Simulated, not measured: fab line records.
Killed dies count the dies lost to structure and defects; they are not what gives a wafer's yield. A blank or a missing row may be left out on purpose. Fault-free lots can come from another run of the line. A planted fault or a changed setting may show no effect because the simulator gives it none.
Which tool did it? / flow sky130 / 39 wafers from 13 lots sampled at 5 of the route's 708 steps

WHAT EACH GAUGE READ, for each wafer
SKY_FIELD_ISO_BOW_MEAS_00. Usual: INCOMING_BOW gives 1 um (standard deviation 6.2).
lot=L540; measured=day 1 15:02; on=film_metro-04; INCOMING_BOW (um)=5 3 7; flag=
lot=L542; measured=day 2 01:01; on=film_metro-03; INCOMING_BOW (um)=-7 2 10; flag=
lot=L543; measured=day 2 06:02; on=film_metro-01; INCOMING_BOW (um)=0 14 0; flag=
lot=L544; measured=day 2 11:00; on=film_metro-01; INCOMING_BOW (um)=-9 -9 0; flag=
lot=L545; measured=day 2 16:01; on=film_metro-01; INCOMING_BOW (um)=-1 1 -8; flag=
lot=L547; measured=day 3 02:04; on=film_metro-03; INCOMING_BOW (um)=-6 10 -7; flag=
lot=L548; measured=day 3 07:00; on=film_metro-01; INCOMING_BOW (um)=4 10 4; flag=
lot=L550; measured=day 3 17:00; on=film_metro-01; INCOMING_BOW (um)=8 -13 -5; flag=
lot=L557; measured=day 5 04:01; on=film_metro-03; INCOMING_BOW (um)=5 7 11; flag=
lot=L558; measured=day 5 09:02; on=film_metro-03; INCOMING_BOW (um)=7 4 5; flag=
lot=L559; measured=day 5 14:01; on=film_metro-04; INCOMING_BOW (um)=-7 -3 0; flag=
lot=L561; measured=day 6 00:00; on=film_metro-01; INCOMING_BOW (um)=2 7 13; flag=
lot=L562; measured=day 6 05:00; on=film_metro-01; INCOMING_BOW (um)=-2 4 -6; flag=

SKY_FIELD_ISO_THK_MEAS_04. Usual: FIELD_ISO_CVD_03_THK gives 164.9 nm (standard deviation 1.2).
lot=L540; measured=day 1 21:30; on=film_metro-04; FIELD_ISO_CVD_03_THK (nm)=165.3 165.7 164.1; flag=
lot=L542; measured=day 2 05:37; on=film_metro-01; FIELD_ISO_CVD_03_THK (nm)=163.4 163.2 162.7; flag=
lot=L543; measured=day 2 09:30; on=film_metro-04; FIELD_ISO_CVD_03_THK (nm)=165.2 166.2 164.4; flag=
lot=L544; measured=day 2 15:47; on=film_metro-03; FIELD_ISO_CVD_03_THK (nm)=167.1 167.2 166.4; flag=
lot=L545; measured=day 2 21:34; on=film_metro-01; FIELD_ISO_CVD_03_THK (nm)=167.8 167.6 166.5; flag=
lot=L547; measured=day 3 06:19; on=film_metro-04; FIELD_ISO_CVD_03_THK (nm)=166.8 166.1 165.8; flag=
lot=L548; measured=day 3 12:21; on=film_metro-04; FIELD_ISO_CVD_03_THK (nm)=163.5 164.7 164.5; flag=
lot=L550; measured=day 4 01:04; on=film_metro-01; FIELD_ISO_CVD_03_THK (nm)=162.8 163.8 163.9; flag=
lot=L557; measured=day 5 09:31; on=film_metro-04; FIELD_ISO_CVD_03_THK (nm)=166.0 164.2 165.1; flag=
lot=L558; measured=day 5 13:43; on=film_metro-03; FIELD_ISO_CVD_03_THK (nm)=164.5 166.3 165.8; flag=
lot=L559; measured=day 5 18:47; on=film_metro-01; FIELD_ISO_CVD_03_THK (nm)=163.7 163.3 164.1; flag=
lot=L561; measured=day 6 04:22; on=film_metro-03; FIELD_ISO_CVD_03_THK (nm)=167.2 165.7 165.2; flag=
lot=L562; measured=day 6 10:59; on=film_metro-04; FIELD_ISO_CVD_03_THK (nm)=167.8 166.6 166.0; flag=

SKY_FIELD_ISO_CD_MEAS_13: target cd 150 nm. Usual: cd_nm 150.2 nm, standard deviation 1.4.
lot=L540; measured=day 2 12:31; on=cd_sem-02; cd_nm (nm)=149.2 149.0 149.5; flag=
lot=L542; measured=day 2 20:02; on=cd_sem-02; cd_nm (nm)=148.9 149.2 148.4; flag=
lot=L543; measured=day 2 23:23; on=cd_sem-01; cd_nm (nm)=149.7 149.3 149.5; flag=
lot=L544; measured=day 3 06:17; on=cd_sem-01; cd_nm (nm)=150.2 150.1 151.0; flag=
lot=L545; measured=day 3 13:36; on=cd_sem-02; cd_nm (nm)=150.5 149.3 148.9; flag=
lot=L547; measured=day 3 21:41; on=cd_sem-02; cd_nm (nm)=151.6 152.7 152.3; flag=
lot=L548; measured=day 4 04:19; on=cd_sem-02; cd_nm (nm)=151.2 150.2 151.0; flag=
lot=L550; measured=day 4 17:04; on=cd_sem-02; cd_nm (nm)=133.6 133.1 133.5; flag=OFF
lot=L557; measured=day 6 03:18; on=cd_sem-01; cd_nm (nm)=149.1 149.7 148.4; flag=
lot=L558; measured=day 6 07:46; on=cd_sem-01; cd_nm (nm)=148.7 148.2 147.9; flag=
lot=L559; measured=day 6 12:46; on=cd_sem-02; cd_nm (nm)=148.2 149.1 147.7; flag=
lot=L561; measured=day 6 22:46; on=cd_sem-02; cd_nm (nm)=151.8 151.3 150.1; flag=
lot=L562; measured=day 7 06:29; on=cd_sem-02; cd_nm (nm)=150.7 150.8 152.0; flag=

SKY_NWELL_THK_MEAS_02. Usual: NWELL_OXIDATION_THK gives 10.02 nm (standard deviation 0.18).
lot=L540; measured=day 2 21:07; on=film_metro-04; NWELL_OXIDATION_THK (nm)=9.91 10.00 10.24; flag=
lot=L542; measured=day 3 03:40; on=film_metro-04; NWELL_OXIDATION_THK (nm)=9.81 9.91 9.90; flag=
lot=L543; measured=day 3 07:29; on=film_metro-01; NWELL_OXIDATION_THK (nm)=9.92 9.99 9.86; flag=
lot=L544; measured=day 3 15:02; on=film_metro-04; NWELL_OXIDATION_THK (nm)=9.95 9.95 9.99; flag=
lot=L545; measured=day 3 22:22; on=film_metro-02; NWELL_OXIDATION_THK (nm)=9.56 9.70 9.64; flag=
lot=L547; measured=day 4 13:25; on=film_metro-04; NWELL_OXIDATION_THK (nm)=10.13 10.20 10.10; flag=
lot=L548; measured=day 4 21:14; on=film_metro-02; NWELL_OXIDATION_THK (nm)=10.13 10.25 10.26; flag=
lot=L550; measured=day 5 07:28; on=film_metro-01; NWELL_OXIDATION_THK (nm)=9.86 9.67 9.85; flag=
lot=L557; measured=day 6 11:42; on=film_metro-04; NWELL_OXIDATION_THK (nm)=10.18 10.14 10.07; flag=
lot=L558; measured=day 6 17:13; on=film_metro-02; NWELL_OXIDATION_THK (nm)=9.95 9.91 9.88; flag=
lot=L559; measured=day 6 21:04; on=film_metro-02; NWELL_OXIDATION_THK (nm)=10.42 10.14 10.36; flag=
lot=L561; measured=day 7 04:38; on=film_metro-01; NWELL_OXIDATION_THK (nm)=10.49 10.27 10.33; flag=
lot=L562; measured=day 7 13:05; on=film_metro-01; NWELL_OXIDATION_THK (nm)=9.93 9.94 10.04; flag=

EACH LOT AND THE TOOL THAT RAN IT (in order: tool; ch and the chambers of the sampled wafers; start)
lot=L540; SKY_FIELD_ISO_EXPOSE_10=krf_scanner-01 ch 0, day 2 03:26
lot=L542; SKY_FIELD_ISO_EXPOSE_10=krf_scanner-02 ch 0, day 2 14:23
lot=L543; SKY_FIELD_ISO_EXPOSE_10=krf_scanner-02 ch 0, day 2 17:07
lot=L544; SKY_FIELD_ISO_EXPOSE_10=krf_scanner-01 ch 0, day 2 21:40
lot=L545; SKY_FIELD_ISO_EXPOSE_10=krf_scanner-02 ch 0, day 3 06:47
lot=L547; SKY_FIELD_ISO_EXPOSE_10=krf_scanner-02 ch 0, day 3 14:06
lot=L548; SKY_FIELD_ISO_EXPOSE_10=krf_scanner-01 ch 0, day 3 21:05
lot=L550; SKY_FIELD_ISO_EXPOSE_10=krf_scanner-01 ch 0, day 4 08:35
lot=L557; SKY_FIELD_ISO_EXPOSE_10=krf_scanner-02 ch 0, day 5 17:49
lot=L558; SKY_FIELD_ISO_EXPOSE_10=krf_scanner-01 ch 0, day 5 23:00
lot=L559; SKY_FIELD_ISO_EXPOSE_10=krf_scanner-01 ch 0, day 6 04:42
lot=L561; SKY_FIELD_ISO_EXPOSE_10=krf_scanner-01 ch 0, day 6 12:35
lot=L562; SKY_FIELD_ISO_EXPOSE_10=krf_scanner-01 ch 0, day 6 20:46
- SKY_FIELD_ISO_EXPOSE_10: exposes mask FOM, target cd 150 nm.

AS READ BY THE TOOLS THEMSELVES (means over the sampled wafers that have a number; for cases with no such wafer, the mark the record gives instead)
The record holds no such reading with a usual standard deviation.

THE ANSWER, worked out from the rows above alone
Rule: a lot counts as off when the mean over its wafers that have a number is more than 3 standard deviations away from the usual mean. Also off: a lot with no number at a reading for which 4 or more lots have one. Any other lot the step has rows for is counted as sound. First the gauges in route order, then the tools' own readings, where a lot's mean is used as printed above. The first step at which some lot is off is used, and at that step the reading that is off furthest; a lot without a number counts as furthest.
Off at SKY_FIELD_ISO_CD_MEAS_13 (cd_nm): L550.
A tool fits if, at a process step before that reading, it ran every lot that is off, and no sound lot after the first of them. The gauges at SKY_FIELD_ISO_CD_MEAS_13 are tried like those tools. None of those tried fits.

WHAT WAS PUT IN BY THE SIMULATOR
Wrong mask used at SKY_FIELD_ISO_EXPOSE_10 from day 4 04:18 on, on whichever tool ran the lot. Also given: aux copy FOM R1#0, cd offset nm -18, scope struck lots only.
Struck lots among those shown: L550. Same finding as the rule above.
